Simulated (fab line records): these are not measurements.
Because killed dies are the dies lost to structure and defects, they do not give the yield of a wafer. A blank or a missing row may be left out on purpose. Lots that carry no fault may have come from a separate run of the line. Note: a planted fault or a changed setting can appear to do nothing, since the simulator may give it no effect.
Which tool did it? :: flow sky130 :: 24 lots (72 wafers sampled), 1 step of a 708-step route

## WHAT EACH GAUGE READ, for each wafer
SKY_SD_N_OVL_MEAS_08. Usual: SD_N_OVL 0.3 nm, standard deviation 1.4.
lot: L074
measured: day 27 21:59
on: overlay-01
SD_N_OVL (nm): -1.9 -1.7 -1.3
flag: 

lot: L075
measured: day 28 08:13
on: overlay-01
SD_N_OVL (nm): 0.3 -1.2 0.6
flag: 

lot: L077
measured: day 29 00:58
on: overlay-01
SD_N_OVL (nm): -0.7 -0.8 0.3
flag: 

lot: L076
measured: day 29 02:40
on: overlay-01
SD_N_OVL (nm): 1.2 0.9 -0.6
flag: 

lot: L078
measured: day 29 15:22
on: overlay-01
SD_N_OVL (nm): -0.9 -1.4 -1.8
flag: 

lot: L079
measured: day 29 22:09
on: overlay-02
SD_N_OVL (nm): -1.5 0.0 -0.4
flag: 

lot: L080
measured: day 30 02:12
on: overlay-01
SD_N_OVL (nm): 2.5 2.0 2.0
flag: 

lot: L081
measured: day 30 08:40
on: overlay-01
SD_N_OVL (nm): -2.2 -3.3 -0.5
flag: 

lot: L082
measured: day 31 05:04
on: overlay-02
SD_N_OVL (nm): -1.7 -0.8 -1.4
flag: 

lot: L084
measured: day 31 07:31
on: overlay-02
SD_N_OVL (nm): 1.2 1.3 1.1
flag: 

lot: L083
measured: day 31 09:04
on: overlay-02
SD_N_OVL (nm): 0.8 -0.1 -0.6
flag: 

lot: L085
measured: day 31 11:43
on: overlay-01
SD_N_OVL (nm): 3.3 3.6 0.3
flag: 

lot: L086
measured: day 32 09:58
on: overlay-01
SD_N_OVL (nm): 1.3 0.8 -0.6
flag: 

lot: L087
measured: day 32 10:34
on: overlay-02
SD_N_OVL (nm): -1.1 1.3 1.8
flag: 

lot: L088
measured: day 32 17:31
on: overlay-02
SD_N_OVL (nm): -0.7 -1.3 -1.1
flag: 

lot: L089
measured: day 32 19:41
on: overlay-02
SD_N_OVL (nm): -0.8 -0.2 -0.2
flag: 

lot: L090
measured: day 33 14:04
on: overlay-02
SD_N_OVL (nm): -0.3 0.0 -1.1
flag: 

lot: L091
measured: day 33 14:40
on: overlay-02
SD_N_OVL (nm): 0.5 0.1 2.6
flag: 

lot: L092
measured: day 34 06:46
on: overlay-01
SD_N_OVL (nm): 4.2 3.0 4.9
flag: 

lot: L093
measured: day 34 11:21
on: overlay-02
SD_N_OVL (nm): 0.0 0.2 0.8
flag: 

lot: L094
measured: day 34 14:10
on: overlay-01
SD_N_OVL (nm): -0.6 1.3 0.0
flag: 

lot: L095
measured: day 35 09:51
on: overlay-01
SD_N_OVL (nm): 0.0 0.7 0.4
flag: 

lot: L096
measured: day 35 16:43
on: overlay-01
SD_N_OVL (nm): -0.8 -0.3 -0.9
flag: 

lot: L097
measured: day 36 01:18
on: overlay-01
SD_N_OVL (nm): 0.4 1.1 0.7
flag: 

## TOOL THAT RAN EACH LOT (tool first, then ch and the chambers of the sampled wafers, then the start)
The record shows no process step preceding these readings.

## AS READ BY THE TOOLS THEMSELVES (means over the sampled wafers that have a number; for cases with no such wafer, the mark the record gives instead)
The record holds no such reading with a usual standard deviation.

## THE ANSWER, worked out from the rows above alone
Rule: take the mean of a lot's wafers that have a number; if it is more than 3 standard deviations from the usual mean, the lot is off. Also off: a lot with no number at a reading for which 4 or more lots have one. All remaining lots with rows at the step are treated as sound. First the gauges in route order, then the tools' own readings, where a lot's mean is used as printed above. The first step at which some lot is off is used, and at that step the reading that is off furthest; a lot without a number counts as furthest.
None of the lots is off at any reading shown; this tells nothing.

## WHAT WAS PUT IN BY THE SIMULATOR
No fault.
